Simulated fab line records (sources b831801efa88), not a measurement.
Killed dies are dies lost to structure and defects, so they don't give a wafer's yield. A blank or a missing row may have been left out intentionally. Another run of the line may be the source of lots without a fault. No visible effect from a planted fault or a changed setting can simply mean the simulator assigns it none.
Lot-split experiment	flow sfq line	5 lots, 23 wafers read, on a route of 325 steps

== ON THE SPLIT ==
At SFQ_TRILAYER_M0_LITHO_PEB_024 (peb time 60 s), the setting peb temp c was moved away from the recipe's 115 C on 10 of the 23 wafers read, by -2.0% to +2.9%. The other wafers ran this setting at the recipe's value.

== THE PATH FROM SPLIT TO READING: the file shows 1 step between them ==
- SFQ_TRILAYER_M0_LITHO_DEVELOP_023: time 60 s

== THE READING ==
M0.cd nm (the simulator's own value, which no gauge read), in nm, at SFQ_TRILAYER_M0_BARC_OPEN_METAL_ETCH_031 (etches BARC in O2, target depth 125 nm, time 41.7 s). No usual value for it is given in the file. Here, 13 wafers ran the recipe; their average is 500.7 nm with a standard deviation of 1.4 nm.

wafer	tool, chamber at the split	peb temp c as run, C	against the recipe	M0.cd nm, nm	against lot-mates on the recipe
L075.1	litho track-02, 0	115	recipe	498	-
L075.2	litho track-02, 0	117.2	+1.9%	463.7	-35.4
L075.3	litho track-02, 0	117.2	+1.9%	463.2	-35.9
L075.5	litho track-02, 0	117.2	+1.9%	463	-36.1
L075.6	litho track-02, 0	115	recipe	500.3	-
L077.1	litho track-02, 0	115	recipe	500.4	-
L077.3	litho track-02, 0	118.3	+2.9%	446	-53.9
L077.4	litho track-02, 0	115	recipe	499.5	-
L077.5	litho track-02, 0	118.3	+2.9%	444.1	-55.8
L077.6	litho track-02, 0	118.3	+2.9%	448	-51.9
L078.1	litho track-03, 0	115	recipe	499.3	-
L078.5	litho track-03, 0	115	recipe	500	-
L078.6	litho track-03, 0	115	recipe	501	-
L079.2	litho track-02, 0	113.4	-1.4%	532	+29.5
L079.3	litho track-02, 0	113.4	-1.4%	533.3	+30.8
L079.4	litho track-02, 0	115	recipe	503.1	-
L079.5	litho track-02, 0	115	recipe	503	-
L079.6	litho track-02, 0	115	recipe	501.5	-
L080.1	litho track-01, 0	115	recipe	501.3	-
L080.3	litho track-01, 0	115	recipe	501.3	-
L080.2	litho track-01, 0	112.7	-2.0%	546.7	+45.6
L080.5	litho track-01, 0	112.7	-2.0%	546.7	+45.6
L080.4	litho track-01, 0	115	recipe	500.8	-

THE FIT
A straight line over all 23 wafers: M0.cd nm changes by -20.4 nm for each +1% of peb temp c; r = -1.00; the points scatter about the line by 2.3 nm.
The same after taking each lot's own level away (the mean of its wafers on the recipe; 23 wafers): -19.9 nm for each +1%; r = -1.00; scatter 2.1 nm.
According to that fit, moving peb temp c by its largest amount changes the reading by 57 nm.
The lots' own levels span 499.15 to 502.53 nm, that is 2.5 times the standard deviation above.
The two slopes agree, so the slope changes little with the lot-to-lot level.
Check: for one of the wafers moved furthest among these (+2.9%), held out of the fit, the line's prediction against its lot-mates is -56.1 nm. It came out at -53.9 nm against them.

== THESE WAFERS: OTHER SPLITS ==
Before the reading, these wafers also passed through other splits. Each is held against what the fit with the lots' levels taken away leaves over:
other split on the same wafers	wafers away from the commonest value	r with M0.cd nm (lot level and that fit taken away)
SFQ_TRILAYER_L0_LITHO_COAT_005 spin rpm	7	+0.00
SFQ_TRILAYER_L0_LITHO_PEB_008 peb time s	8	-0.22
SFQ_TRILAYER_L0_CAP_PECVD_011 time s	8	-0.09
SFQ_TRILAYER_L0_VIA_LITHO_PEB_016 peb temp c	10	+0.26
SFQ_TRILAYER_M0_DEP_SPUTTER_019 time s	9	-0.10

== THE FILE'S OWN FIT ==
M0.cd nm changes by -20 nm for each +1% of peb temp c, r = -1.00.
